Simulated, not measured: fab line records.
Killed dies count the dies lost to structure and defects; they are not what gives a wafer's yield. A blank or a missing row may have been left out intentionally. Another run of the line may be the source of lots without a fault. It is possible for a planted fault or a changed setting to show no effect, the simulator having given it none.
Which tool is to blame?    flow gf180mcu    15 lots, 45 wafers sampled, at 3 steps of a route of 602

WHAT THE GAUGES READ, wafer by wafer
GF_M2_CD_MEAS_14: the cd target is 280 nm. Usual: 280.2 nm for cd nm, sd 1.
lot   measured      on         cd nm (nm)         flag
L184  day 19 10:53  cd sem-02  279.9 281.3 280.3  
L186  day 20 01:05  cd sem-01  279.5 279.5 280.0  
L188  day 21 03:23  cd sem-01  279.3 279.5 280.6  
L189  day 21 09:17  cd sem-01  280.2 279.9 280.5  
L190  day 21 19:52  cd sem-02  281.6 280.2 282.2  
L195  day 23 18:29  cd sem-01  281.1 280.6 279.8  
L196  day 24 00:01  cd sem-02  280.7 279.9 279.3  
L197  day 24 04:43  cd sem-02  279.6 278.9 280.7  
L199  day 24 17:49  cd sem-01  280.1 279.7 280.5  
L198  day 24 19:55  cd sem-02  278.0 277.8 278.9  
L200  day 25 01:52  cd sem-01  278.8 279.3 280.7  
L203  day 25 13:56  cd sem-01  279.9 279.4 279.7  
L205  day 26 11:19  cd sem-02  281.4 282.6 281.9  
L206  day 26 15:43  cd sem-02  280.0 279.9 281.8  
L207  day 26 21:15  cd sem-01  279.9 280.3 279.1  

GF_V2_THK_MEAS_25: measures by xrf. Usual: V2_W_THK 369 nm, standard deviation 7.2.
lot   measured      on             V2_W_THK (nm)  flag
L184  day 20 13:52  film metro-03  380 374 375    
L186  day 21 04:06  film metro-03  363 371 366    
L188  day 22 05:17  film metro-03  379 382 381    
L189  day 22 11:17  film metro-03  377 378 374    
L190  day 22 22:05  film metro-04  361 366 371    
L195  day 24 18:58  film metro-02  358 368 352    
L196  day 25 00:36  film metro-02  360 362 366    
L197  day 25 04:58  film metro-02  353 357 355    
L199  day 25 17:34  film metro-03  385 373 383    
L198  day 25 20:14  film metro-03  378 383 381    
L200  day 26 01:34  film metro-04  369 368 366    
L203  day 26 13:43  film metro-02  357 360 359    
L205  day 27 10:26  film metro-04  364 364 367    
L206  day 27 14:50  film metro-04  365 366 365    
L207  day 27 20:32  film metro-04  365 368 361    

WHAT TOOL EACH LOT RAN ON (gives the tool, then ch and the chambers of the sampled wafers, and finally the start)
lot   GF_V2_ETCH_16
L184  rie diel-01 ch 0,2,3, day 20 12:41
L186  rie diel-04 ch 0,3, day 21 03:07
L188  rie diel-04 ch 1,3, day 22 04:17
L189  rie diel-01 ch 0,1,3, day 22 10:17
L190  rie diel-02 ch 0,2, day 22 21:03
L195  rie diel-02 ch 2,3, day 24 17:57
L196  rie diel-04 ch 1,2, day 24 23:35
L197  rie diel-02 ch 0,1, day 25 03:57
L199  rie diel-01 ch 2,3, day 25 16:29
L198  rie diel-04 ch 0,1, day 25 18:49
L200  rie diel-01 ch 0,1,3, day 26 00:32
L203  rie diel-01 ch 0,2,3, day 26 12:43
L205  rie diel-02 ch 2,3, day 27 09:26
L206  rie diel-01 ch 2,3, day 27 13:46
L207  rie diel-04 ch 0,1,3, day 27 19:11
- GF_V2_ETCH_16: etches BARC in N2/H2.

WHAT THE TOOLS THEMSELVES READ (means of the sampled wafers that have a number; where no wafer has one, the mark that the record gives instead)
GF_V2_ETCH_16. Usual: drypump motor current A 5.8 A, standard deviation 0.46; oes product au 0.855 a.u., standard deviation 0.0048; throttle valve pct 13.224 %, standard deviation 0.0083.
lot   tool         drypump motor current A (A)  oes product au (a.u.)  throttle valve pct (%)  flag
L184  rie diel-01  5.9                          0.856                  13.231                  
L186  rie diel-04  6.1                          0.855                  13.221                  
L188  rie diel-04  5.5                          0.855                  13.224                  
L189  rie diel-01  5.9                          0.857                  13.227                  
L190  rie diel-02  5.6                          0.855                  13.224                  
L195  rie diel-02  6.0                          0.856                  13.226                  
L196  rie diel-04  5.7                          0.859                  13.240                  
L197  rie diel-02  6.1                          0.852                  13.233                  
L199  rie diel-01  5.8                          0.852                  13.224                  
L198  rie diel-04  5.3                          0.853                  13.224                  
L200  rie diel-01  5.9                          0.855                  13.224                  
L203  rie diel-01  5.9                          0.850                  13.219                  
L205  rie diel-02  5.7                          0.850                  13.221                  
L206  rie diel-01  5.8                          0.855                  13.217                  
L207  rie diel-04  5.6                          0.862                  13.222                  

THE ANSWER, worked out from the rows above alone
Rule: take the mean of a lot's wafers that have a number; if it is more than 3 standard deviations from the usual mean, the lot is off. Also off: a lot with no number at a reading for which 4 or more lots have one. The other lots that the step has rows for count as sound. After the gauges, taken in route order, come the tools' own readings; for these a lot's mean is taken, as printed above. At the first step where some lot is off, the reading lying furthest off is the one used; lots without a number count as furthest.
Across all readings shown, no lot is off: no conclusion can be drawn from this.

WHAT THE SIMULATOR PUT IN
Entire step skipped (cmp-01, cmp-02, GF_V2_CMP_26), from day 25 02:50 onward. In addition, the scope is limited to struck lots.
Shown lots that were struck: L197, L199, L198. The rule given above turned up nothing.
